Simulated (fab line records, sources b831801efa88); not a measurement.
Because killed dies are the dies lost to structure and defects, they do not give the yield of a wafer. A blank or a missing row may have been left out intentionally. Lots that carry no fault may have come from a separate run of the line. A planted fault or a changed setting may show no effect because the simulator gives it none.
fab line records ; flow sky130
[record] lots = 6; wafers = 18; last_day = 49
route steps=708 shown POLY_CUT@317 SD_P@320 PAD_OPEN@708
lots with no fault: from the same line, run without faults
start_h: start of the lot's first displayed wafer, in hours after the record's first day ; wait_h: hours since the lot's step before ; " identical to the entry in the row above ; L1.1+2: a single row standing in for several wafers ; - no value present, or no start provided ; * or withheld: withheld ; < > ~ a bound
route shown NAME@n: names a module that has steps shown in the file, with the first one's number in the route ; usual: mean/standard deviation taken from wafers without a fault ; same: alike in all rows ; chamber/n: place in a boat ; sites: each site's reading ; _std_site: standard deviation across them ; _edge_site: the outer-site mean with the inner-site mean subtracted ; radius_mm: how far each site lies from the wafer's centre ; mask NAME#n: copy n ; behind: tool/chamber where the wafer was last shaped ; hold: why the lot was held/for how many hours/how that ended ; device: transistor that didn't switch, given as n, p or np ; end of line: the same wafers' tests at the end of the route ; step lacking rows: just its recipe ; killed: the dies lost at the first sort to structure and to defects; this is not the yield of the wafer ; map: a wafer's dies, x killed, . not, _ none there
set.NAME: the setting the step ran with; set.NAME@STEP: the setting that earlier step ran with ; model.NAME: the simulator's own value behind a step, which no gauge read
lots at selected steps of the route; one table per step, one row per wafer
services: when a tool's chamber went out of use (start_h, in hours from the record's first day, below 0 if earlier), for how many hours, and the reason
[[steps]]
[step SKY_POLY_CUT_ETCH_10]
[recipe] chemistry = N2/H2; target = BARC; ion_energy_ev = 200; source_w = 500; bias_w = 100; pressure_mtorr = 30; n2_flow_sccm = 100; h2_flow_sccm = 200; stop_on = SiO2; time_s = 45.9; target_depth_a = 600
[usual] drypump_motor_current_A = 5.6/0.39; oes_product_au = 0.855/0.0052; rf_fwd_power_W = 494.6/2.4; throttle_valve_pct = 13.225/0.0095
lot.wafer;tool;chamber;start_h;wait_h;drypump_motor_current_A;oes_product_au;rf_fwd_power_W;rf_hours_counter_h;throttle_valve_pct
L987.1;rie_diel-01;1;550.93;0.0;5.7;0.854;494.3;3;13.224
L987.2;rie_diel-01;2;550.93;0.0;5.4;0.851;494.5;5;13.212
L987.6;rie_diel-01;1;550.93;0.0;5.7;0.851;496.4;-;13.211
L990.1;rie_diel-01;1;591.27;0.0;5.8;0.854;494.8;3;13.243
L990.2;rie_diel-01;2;591.27;0.0;5.4;0.856;493.1;6;13.234
L990.4;rie_diel-01;0;591.27;0.0;5.6;0.857;495.7;42;13.230
L996.1;rie_diel-01;0;641.63;0.0;5.6;0.855;496.0;43;13.209
L996.3;rie_diel-01;1;641.63;0.0;5.7;0.852;496.7;5;13.221
L996.5;rie_diel-01;0;641.63;0.0;5.6;0.854;495.7;-;13.222
L997.2;rie_diel-03;2;654.27;0.0;5.4;0.850;494.0;4;13.217
L997.3;rie_diel-03;3;654.27;0.0;5.5;0.853;492.5;2;13.220
L997.4;rie_diel-03;0;654.27;0.0;6.0;0.847;496.4;5;13.217
L100.1;rie_diel-03;0;669.27;0.0;6.0;0.857;492.9;5;13.232
L100.4;rie_diel-03;2;669.27;0.0;5.4;0.844;494.8;5;13.225
L100.6;rie_diel-03;1;669.27;0.0;5.0;0.857;498.0;-;13.224
L104.4;rie_diel-02;3;705.62;0.0;6.0;0.858;490.7;36;13.228
L104.5;rie_diel-02;1;705.62;0.0;6.4;0.863;492.7;-;13.227
L104.6;rie_diel-02;2;705.62;0.0;5.8;0.849;492.6;-;13.233
[step SKY_POLY_CUT_ETCH_11]
[recipe] target = Si3N4; chemistry = CF4/CH2F2/Ar; stop_on = poly-Si; source_w = 593.1; bias_w = 150; pressure_mtorr = 40; cf4_flow_sccm = 40; ch2f2_flow_sccm = 20; Ar_flow_sccm = 150; time_s = 42.5; target_depth_a = 600
[usual] drypump_motor_current_A = 5.6/0.39; oes_product_au = 0.830/0.0058; rf_fwd_power_W = 586.8/2.6; throttle_valve_pct = 14.995/0.0089
lot.wafer;tool;chamber;start_h;wait_h;drypump_motor_current_A;oes_product_au;rf_fwd_power_W;rf_hours_counter_h;throttle_valve_pct
L987.1;rie_diel-01;1;550.97;0.0;5.7;0.831;585.8;3;14.998
L987.2;rie_diel-01;2;550.97;0.0;5.4;0.839;585.0;5;15.019
L987.6;rie_diel-01;1;550.97;0.0;5.7;0.825;588.9;-;14.992
L990.1;rie_diel-01;1;591.31;0.0;5.7;0.832;587.5;4;15.008
L990.2;rie_diel-01;2;591.31;0.0;5.4;0.828;586.3;6;15.002
L990.4;rie_diel-01;0;591.31;0.0;5.5;0.832;586.9;42;14.998
L996.1;rie_diel-01;0;641.67;0.0;5.6;0.825;587.8;43;14.998
L996.3;rie_diel-01;1;641.67;0.0;5.7;0.835;587.7;5;15.007
L996.5;rie_diel-01;0;641.67;0.0;5.6;0.817;590.4;-;14.993
L997.2;rie_diel-03;2;654.31;0.0;5.4;0.835;585.0;5;14.997
L997.3;rie_diel-03;3;654.31;0.0;5.5;0.833;582.9;2;14.997
L997.4;rie_diel-03;0;654.31;0.0;6.0;0.830;588.8;5;14.996
L100.1;rie_diel-03;0;669.31;0.0;6.0;0.825;591.5;5;14.994
L100.4;rie_diel-03;2;669.31;0.0;5.4;0.831;585.5;5;15.000
L100.6;rie_diel-03;1;669.31;0.0;5.0;0.826;591.4;-;14.996
L104.4;rie_diel-02;3;705.66;0.0;6.0;0.831;584.1;36;14.996
L104.5;rie_diel-02;1;705.66;0.0;6.4;0.835;584.9;-;14.995
L104.6;rie_diel-02;2;705.66;0.0;5.9;0.827;589.3;-;14.982
[step SKY_POLY_CUT_STRIP_12]
[recipe] chemistry = O2/N2; power_w = 1400; pressure_mtorr = 1500; platen_temp_c = withheld; o2_flow_sccm = 3000; n2_flow_sccm = 300; overash_fraction = 0.5
[usual] drypump_motor_current_A = 6.0/0.59; oes_product_au = 0.452/0.004; strip_time_to_endpoint_s = 5.360/0.016
lot.wafer;tool;chamber;start_h;wait_h;drypump_motor_current_A;oes_product_au;rf_hours_counter_h;strip_time_to_endpoint_s
L987.1;plasma_asher-03;1;551.01;0.0;5.5;0.457;12;5.359
L987.2;plasma_asher-03;0;551.01;0.0;5.1;0.455;12;5.384
L987.6;plasma_asher-03;1;551.01;0.0;5.5;0.456;-;5.374
L990.1;plasma_asher-02;0;591.35;0.0;5.5;0.452;88;5.374
L990.2;plasma_asher-02;1;591.35;0.0;6.7;0.451;88;5.345
L990.4;plasma_asher-02;1;591.35;0.0;6.7;0.456;-;5.375
L996.1;plasma_asher-02;0;641.71;0.0;5.5;0.453;93;5.343
L996.3;plasma_asher-02;0;641.71;0.0;5.5;0.457;-;5.356
L996.5;plasma_asher-02;0;641.71;0.0;5.5;0.451;-;5.370
L997.2;plasma_asher-03;0;654.35;0.0;5.1;0.448;22;5.343
L997.3;plasma_asher-03;0;654.35;0.0;5.1;0.451;-;5.337
L997.4;plasma_asher-03;1;654.35;0.0;5.5;0.465;-;5.342
L100.1;plasma_asher-03;1;669.35;0.0;5.5;0.450;24;5.362
L100.4;plasma_asher-03;0;669.35;0.0;5.1;0.446;-;5.372
L100.6;plasma_asher-03;1;669.35;0.0;5.5;0.448;-;5.347
L104.4;plasma_asher-04;0;705.74;0.1;6.7;0.451;-;5.331
L104.5;plasma_asher-04;1;705.74;0.1;6.1;0.453;-;5.347
L104.6;plasma_asher-04;0;705.74;0.1;6.7;0.454;-;5.340
[step SKY_SD_P_DEHYDRATE_00]
[recipe] temp_c = 200; time_s = 60
[step SKY_SD_P_HMDS_01]
[recipe] prime_time_s = 60; prime_temp_c = 120
[step SKY_SD_P_COAT_02]
[recipe] resist = NOVOLAK; spin_rpm = 3000; resist_thk_nm = 1140
[step SKY_SD_P_SOFTBAKE_03]
[recipe] temp_c = 90; time_s = 60; resist = NOVOLAK
[step SKY_SD_P_EXPOSE_04]
[recipe] mask_id = PSDM; na = 0.6; source_shape = conventional; sigma_outer = 0.6; polarization = unpolarized; target_cd_nm = 380; dose_mj = 138
[step SKY_SD_P_PEB_05]
[recipe] temp_c = withheld; time_s = *; resist = NOVOLAK
[step SKY_SD_P_DEVELOP_06]
[recipe] resist = NOVOLAK; developer = TMAH; develop_time_s = 60; dev_temp_c = 23
[step SKY_SD_P_CD_MEAS_07]
[recipe] target_cd_nm = 380
[usual] cd_nm = 381.0/2.4
lot.wafer;tool;chamber;start_h;wait_h;cd_nm
L987.1;cd_sem-02;-;580.66;0.1;384.9
L987.2;cd_sem-02;-;580.66;0.1;386.2
L987.6;cd_sem-02;-;580.66;0.1;383.4
L990.1;cd_sem-02;-;619.93;0.1;385.8
L990.2;cd_sem-02;-;619.93;0.1;382.8
L990.4;cd_sem-02;-;619.93;0.1;384.0
L996.1;cd_sem-01;-;669.55;0.1;381.4
L996.3;cd_sem-01;-;669.55;0.1;380.9
L996.5;cd_sem-01;-;669.55;0.1;380.1
L997.2;cd_sem-02;-;682.30;0.1;383.3
L997.3;cd_sem-02;-;682.30;0.1;381.7
L997.4;cd_sem-02;-;682.30;0.1;384.7
L100.1;cd_sem-01;-;697.38;0.1;377.7
L100.4;cd_sem-01;-;697.38;0.1;379.0
L100.6;cd_sem-01;-;697.38;0.1;377.9
L104.4;cd_sem-02;-;732.29;0.1;381.3
L104.5;cd_sem-02;-;732.29;0.1;382.5
L104.6;cd_sem-02;-;732.29;0.1;379.1
[step SKY_SD_P_OVL_MEAS_08]
[usual] SD_P_OVL = -1.2/1.6
lot.wafer;tool;chamber;start_h;wait_h;SD_P_OVL[nm]
L987.1;overlay-02;-;580.78;0.1;-0.9
L987.2;overlay-02;-;580.78;0.1;-1.5
L987.6;overlay-02;-;580.78;0.1;0.7
L990.1;overlay-01;-;620.05;0.1;-2.8
L990.2;overlay-01;-;620.05;0.1;-4.9
L990.4;overlay-01;-;620.05;0.1;-1.6
L996.1;overlay-01;-;669.67;0.1;-1.0
L996.3;overlay-01;-;669.67;0.1;-2.4
L996.5;overlay-01;-;669.67;0.1;-2.0
L997.2;overlay-01;-;682.40;0.1;-1.3
L997.3;overlay-01;-;682.40;0.1;-0.2
L997.4;overlay-01;-;682.40;0.1;-0.8
L100.1;overlay-02;-;697.50;0.1;-2.8
L100.4;overlay-02;-;697.50;0.1;-3.0
L100.6;overlay-02;-;697.50;0.1;-1.9
L104.4;overlay-01;-;732.36;0.1;0.4
L104.5;overlay-01;-;732.36;0.1;1.9
L104.6;overlay-01;-;732.36;0.1;0.7
[step SKY_SD_P_IMPLANT_09]
[recipe] species = BF2; energy_kev = 20; dose_cm2 = 3e+15; tilt_deg = 0
[usual] dose_ions_cm2 = 3e+15/3.6e+12; faraday_current_uA = 11594/960
lot.wafer;tool;chamber;start_h;wait_h;dose_ions_cm2;faraday_current_uA
L987.1;implanter-01;0;580.82;0.0;2.998e+15;11513
L987.2;implanter-01;0;580.82;0.0;3e+15;11146
L987.6;implanter-01;0;580.82;0.0;3.007e+15;11458
L990.1;implanter-02;0;620.08;0.0;3.001e+15;12272
L990.2;implanter-02;0;620.08;0.0;2.996e+15;12417
L990.4;implanter-02;0;620.08;0.0;2.999e+15;12837
L996.1;implanter-02;0;669.71;0.0;3.144e+15;12123
L996.3;implanter-02;0;669.71;0.0;3.144e+15;12686
L996.5;implanter-02;0;669.71;0.0;3.144e+15;12410
L997.2;implanter-04;0;682.46;0.0;3e+15;10546
L997.3;implanter-04;0;682.46;0.0;2.996e+15;10300
L997.4;implanter-04;0;682.46;0.0;2.998e+15;10351
L100.1;implanter-02;0;697.53;0.0;3.152e+15;12527
L100.4;implanter-02;0;697.53;0.0;3.149e+15;12237
L100.6;implanter-02;0;697.53;0.0;3.148e+15;12664
L104.4;implanter-04;0;732.46;0.1;3.004e+15;10252
L104.5;implanter-04;0;732.46;0.1;3.01e+15;10364
L104.6;implanter-04;0;732.46;0.1;3.009e+15;10182
[step SKY_SD_P_STRIP_10]
[recipe] chemistry = O2/N2; power_w = 1400; pressure_mtorr = 1500; platen_temp_c = withheld; o2_flow_sccm = 3000; n2_flow_sccm = 300; overash_fraction = 0.5
[usual] drypump_motor_current_A = 5.5/0.54; oes_product_au = 0.617/0.0045; strip_time_to_endpoint_s = 17.51/0.043
lot.wafer;tool;chamber;start_h;wait_h;drypump_motor_current_A;oes_product_au;rf_hours_counter_h;strip_time_to_endpoint_s
L987.1;plasma_asher-02;1;580.97;0.1;6.7;0.619;87;17.53
L987.2;plasma_asher-02;0;580.97;0.1;5.5;0.623;87;17.48
L987.6;plasma_asher-02;0;580.97;0.1;5.5;0.610;-;17.46
L990.1;plasma_asher-01;1;620.23;0.1;5.0;0.616;82;17.49
L990.2;plasma_asher-01;0;620.23;0.1;5.4;0.611;82;17.47
L990.4;plasma_asher-01;1;620.23;0.1;5.0;0.614;-;17.48
L996.1;plasma_asher-01;0;669.86;0.1;5.4;0.617;87;17.63
L996.3;plasma_asher-01;0;669.86;0.1;5.4;0.623;-;17.63
L996.5;plasma_asher-01;0;669.86;0.1;5.4;0.615;-;17.62
L997.2;plasma_asher-01;0;682.58;0.1;5.4;0.613;88;17.50
L997.3;plasma_asher-01;0;682.58;0.1;5.4;0.615;-;17.52
L997.4;plasma_asher-01;1;682.58;0.1;5.0;0.607;-;17.47
L100.1;plasma_asher-02;0;697.68;0.1;5.5;0.619;99;17.67
L100.4;plasma_asher-02;0;697.68;0.1;5.5;0.606;-;17.69
L100.6;plasma_asher-02;0;697.68;0.1;5.5;0.611;-;17.64
L104.4;plasma_asher-03;1;732.57;0.1;5.6;0.623;-;17.49
L104.5;plasma_asher-03;1;732.57;0.1;5.5;0.616;-;17.55
L104.6;plasma_asher-03;0;732.57;0.1;5.1;0.620;-;17.52
[step SKY_SD_P_TW_MEAS_11]
[usual] SD_P_TW = 2799/22
lot.wafer;tool;chamber;start_h;wait_h;SD_P_TW
L987.1;film_metro-01;-;581.07;0.1;2825
L987.2;film_metro-01;-;581.07;0.1;2823
L987.6;film_metro-01;-;581.07;0.1;2828
L990.1;film_metro-01;-;620.33;0.1;2828
L990.2;film_metro-01;-;620.33;0.1;2818
L990.4;film_metro-01;-;620.33;0.1;2815
L996.1;film_metro-03;-;669.96;0.1;2777
L996.3;film_metro-03;-;669.96;0.1;2801
L996.5;film_metro-03;-;669.96;0.1;2790
L997.2;film_metro-02;-;682.69;0.1;2796
L997.3;film_metro-02;-;682.69;0.1;2792
L997.4;film_metro-02;-;682.69;0.1;2766
L100.1;film_metro-02;-;697.78;0.1;2819
L100.4;film_metro-02;-;697.78;0.1;2817
L100.6;film_metro-02;-;697.78;0.1;2814
L104.4;film_metro-01;-;732.66;0.1;2821
L104.5;film_metro-01;-;732.66;0.1;2824
L104.6;film_metro-01;-;732.66;0.1;2826
[step SKY_PAD_OPEN_PROBE_99]
[usual] killed_at_M0_to_M3 = 44/7.9; killed_at_M4_up = 3.1/2; killed_at_contacts = 23/4.9; killed_at_front_end = 15/3.9; killed_at_other = 0.2/0.49; killed_dies = 86/10; killed_open = 47/7.1; killed_short = 39/7.1
[same] gross_dies = 492; killed_at_back_side = 0
lot.wafer;tool;chamber;start_h;wait_h;killed_at_M0_to_M3;killed_at_M4_up;killed_at_contacts;killed_at_front_end;killed_at_other;killed_dies;killed_open;killed_short;model.etest.res_high_po.line_ohm_um;model.etest.licon_high_po.rc_ohm;model.etest.res_high_po.rs_ohm_sq
L987.1;prober-02;-;1071.58;0.1;56;6;19;16;0;97;55;42;705.1;334.3;252.7
L987.2;prober-02;-;1071.63;0.1;45;4;22;18;0;89;51;38;718.6;334.2;250
L987.6;prober-02;-;1071.83;0.2;37;1;19;23;0;80;52;28;753.8;364.7;264.4
L990.1;prober-01;-;1098.84;0.1;40;3;30;16;1;90;48;42;726.9;335.5;259.2
L990.2;prober-01;-;1098.89;0.1;40;1;28;6;0;75;45;30;754;352.1;262.1
L990.4;prober-01;-;1098.99;0.2;43;2;22;16;0;83;43;40;776.1;352.5;272.5
L996.1;prober-01;-;1133.82;0.1;47;3;22;16;0;88;53;34;699.2;313.9;247
L996.3;prober-01;-;1133.92;0.2;39;2;22;17;0;80;46;30;710.5;326.5;247.8
L996.5;prober-01;-;1134.02;0.2;54;5;26;10;0;95;55;40;735.6;347.7;252
L997.2;prober-02;-;1142.66;0.1;53;2;22;21;0;98;53;45;741.8;347.4;260.3
L997.3;prober-02;-;1142.71;0.2;43;2;33;15;2;95;50;44;759;358;266.1
L997.4;prober-02;-;1142.76;0.2;34;4;25;17;0;80;38;42;734.9;348.2;258.7
L100.1;prober-01;-;1149.81;0.1;57;4;34;17;1;113;58;54;722.1;322.3;248.9
L100.4;prober-01;-;1149.96;0.2;42;5;20;20;0;87;55;32;709.7;325;250.6
L100.6;prober-01;-;1150.06;0.2;47;1;29;17;0;94;55;39;730.6;328.1;253.2
L104.4;prober-02;-;1173.98;0.2;47;5;31;22;0;105;55;50;748.8;341.6;260.5
L104.5;prober-02;-;1174.03;0.2;37;2;18;15;0;72;36;36;745;359.3;262.5
L104.6;prober-02;-;1174.08;0.2;32;1;19;16;0;68;43;25;755.1;343.8;265.5
// killed by level:class
L987.1 VIA1:geometric_particle:open=15 VIA3:geometric_particle:open=9 VIA2:geometric_particle:open=6 METAL2:geometric_particle:short=6 CONTACT:geometric_particle:short=5 FIELD_ISO:geometric_particle:short=4 LOCAL_INTERCONNECT:geometric_particle:short=4 METAL1:geometric_particle:short=4
L987.2 VIA2:geometric_particle:open=10 VIA1:geometric_particle:open=10 CONTACT:geometric_particle:open=6 VIA3:geometric_particle:open=6 FIELD_ISO:geometric_particle:short=5 POLY_GATE:geometric_particle:short=4 LI_CONTACT:geometric_particle:open=4 LOCAL_INTERCONNECT:geometric_particle:short=4
L987.6 FIELD_ISO:geometric_particle:open=13 CONTACT:geometric_particle:open=8 VIA1:geometric_particle:open=8 VIA3:geometric_particle:open=7 METAL1:geometric_particle:short=6 VIA2:geometric_particle:open=6 FIELD_ISO:geometric_particle:short=4 LI_CONTACT:geometric_particle:open=4
L990.1 LI_CONTACT:geometric_particle:open=12 VIA1:geometric_particle:open=10 LOCAL_INTERCONNECT:geometric_particle:short=7 CONTACT:geometric_particle:short=6 VIA2:geometric_particle:open=6 POLY_GATE:geometric_particle:short=5 METAL1:geometric_particle:short=5 VIA1:geometric_particle:short=5
L990.2 VIA3:geometric_particle:open=10 LOCAL_INTERCONNECT:geometric_particle:short=8 CONTACT:geometric_particle:open=7 CONTACT:geometric_particle:short=7 VIA1:geometric_particle:open=6 VIA2:geometric_particle:open=6 LI_CONTACT:geometric_particle:open=4 METAL1:geometric_particle:open=4
L990.4 CONTACT:geometric_particle:open=11 VIA1:geometric_particle:open=7 VIA3:geometric_particle:open=6 METAL1:geometric_particle:short=6 VIA2:geometric_particle:open=6 POLY_GATE:geometric_particle:short=4 METAL2:geometric_particle:short=4 METAL3:geometric_particle:short=4
L996.1 VIA1:geometric_particle:open=19 CONTACT:geometric_particle:open=9 LI_CONTACT:geometric_particle:open=7 VIA1:geometric_particle:short=7 POLY_GATE:geometric_particle:open=6 VIA2:geometric_particle:open=6 FIELD_ISO:geometric_particle:short=5 METAL3:geometric_particle:short=4
L996.3 CONTACT:geometric_particle:open=11 VIA1:geometric_particle:open=10 VIA1:geometric_particle:short=6 LI_CONTACT:geometric_particle:open=5 VIA3:geometric_particle:open=4 METAL2:geometric_particle:short=4 POLY_GATE:area_etch=4 FIELD_ISO:geometric_particle:open=3
L996.5 VIA1:geometric_particle:open=20 METAL2:geometric_particle:short=10 CONTACT:geometric_particle:open=8 LI_CONTACT:geometric_particle:open=7 VIA2:geometric_particle:open=6 CONTACT:geometric_particle:short=5 METAL1:geometric_particle:short=5 POLY_GATE:geometric_particle:open=3
L997.2 VIA1:geometric_particle:open=10 VIA3:geometric_particle:open=8 LI_CONTACT:geometric_particle:open=7 METAL1:geometric_particle:short=7 VIA1:geometric_particle:short=7 METAL2:geometric_particle:short=7 FIELD_ISO:geometric_particle:open=6 VIA2:geometric_particle:open=6
L997.3 VIA1:geometric_particle:open=13 CONTACT:geometric_particle:open=12 CONTACT:geometric_particle:short=8 METAL2:geometric_particle:short=8 LI_CONTACT:geometric_particle:open=5 VIA3:geometric_particle:open=5 METAL1:geometric_particle:short=5 FIELD_ISO:geometric_particle:short=4
L997.4 CONTACT:geometric_particle:open=9 LI_CONTACT:geometric_particle:open=7 FIELD_ISO:geometric_particle:short=6 LI_CONTACT:geometric_particle:short=5 METAL2:geometric_particle:short=5 VIA2:geometric_particle:open=5 METAL1:geometric_particle:short=4 VIA3:geometric_particle:short=4
L100.1 VIA1:geometric_particle:open=13 VIA2:geometric_particle:open=10 LI_CONTACT:geometric_particle:open=9 CONTACT:geometric_particle:open=9 LOCAL_INTERCONNECT:geometric_particle:short=6 LI_CONTACT:geometric_particle:short=6 VIA2:geometric_particle:short=6 METAL2:geometric_particle:short=6
L100.4 VIA1:geometric_particle:open=15 CONTACT:geometric_particle:open=7 LI_CONTACT:geometric_particle:open=6 CONTACT:geometric_particle:short=6 VIA2:geometric_particle:open=6 FIELD_ISO:geometric_particle:short=5 POLY_GATE:geometric_particle:short=4 METAL2:geometric_particle:short=4
L100.6 VIA1:geometric_particle:open=16 CONTACT:geometric_particle:open=15 FIELD_ISO:geometric_particle:short=7 LI_CONTACT:geometric_particle:open=7 VIA1:geometric_particle:short=6 VIA2:geometric_particle:open=5 METAL1:geometric_particle:short=5 VIA3:geometric_particle:open=5
L104.4 CONTACT:geometric_particle:open=12 VIA1:geometric_particle:open=10 LI_CONTACT:geometric_particle:open=9 VIA3:geometric_particle:open=8 POLY_GATE:geometric_particle:short=7 METAL2:geometric_particle:short=6 VIA1:geometric_particle:short=5 METAL1:geometric_particle:short=5
L104.5 CONTACT:geometric_particle:open=8 VIA1:geometric_particle:short=7 FIELD_ISO:geometric_particle:short=5 VIA1:geometric_particle:open=5 LI_CONTACT:geometric_particle:open=4 METAL1:geometric_particle:short=4 VIA2:geometric_particle:open=4 POLY_GATE:geometric_particle:open=3
L104.6 VIA1:geometric_particle:open=9 LI_CONTACT:geometric_particle:open=8 VIA2:geometric_particle:open=7 CONTACT:geometric_particle:open=5 CONTACT:geometric_particle:short=4 VIA1:geometric_particle:short=4 FIELD_ISO:geometric_particle:short=3 POLY_GATE:geometric_particle:short=3
[[services]]
tool;chamber;start_h;hours;kind
implanter-04;-;529.60;3.1;pm
implanter-02;-;535.03;6.1;pm
rie_diel-03;3;541.26;-;clean
rie_diel-03;3;541.26;17.2;scheduled_down
implanter-01;-;546.55;6.4;repair
rie_diel-02;-;554.31;14.6;pm
rie_diel-03;-;577.24;0.5;repair
rie_diel-01;-;593.50;1.2;repair
rie_diel-03;1;614.17;24.2;repair
plasma_asher-01;-;617.43;1.3;repair
implanter-04;-;623.32;5.3;pm
implanter-01;-;638.06;7.6;repair
rie_diel-03;1;639.47;10.1;repair
rie_diel-01;3;641.79;8.6;repair
implanter-02;-;642.62;1.8;repair
implanter-01;-;660.36;6.4;pm
rie_diel-01;0;666.30;5.0;repair
plasma_asher-03;-;673.77;28.1;pm
rie_diel-01;2;676.36;3.9;repair
rie_diel-02;-;677.11;2.4;repair
rie_diel-01;0;680.42;3.5;repair
rie_diel-03;0;707.39;6.2;repair
rie_diel-01;3;708.00;5.0;repair
rie_diel-03;3;716.67;3.8;repair
[[key]]
[first_sign] step = SKY_SD_P_IMPLANT_09; reading = dose_ions_cm2; direction = up; sigmas = 40; usual = *; struck = *
[effect] step = SKY_SD_P_STRIP_10; reading = strip_time_to_endpoint_s; direction = up; sigmas = 3.1; usual = *; struck = *
[model_effect] step = SKY_PAD_OPEN_PROBE_99; value = etest.res_high_po.line_ohm_um; without = 741.4; struck = 718
met_at SKY_SD_P_IMPLANT_09
struck_wafers L996.1,L996.3,L996.5,L100.1,L100.4,L100.6
tester_left_out L996,L100
onset_between 620.08 669.71
[fault] kind = process_parameter_drift; tool = implanter-02; chamber = -; onset_h = 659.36; steps = SKY_SD_P_IMPLANT_09; channel = dose_cm2; offset = *; shape = step; end_h = 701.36; acts_in = *; stated = *
// tester_left_out: of these lots the tester's yield and bins aren't shown, on N5 and GAA mostly nor the transistor test; their killed dies are dies lost to structure and defects alone, not to doping, threshold or leakage, so they don't give the yield
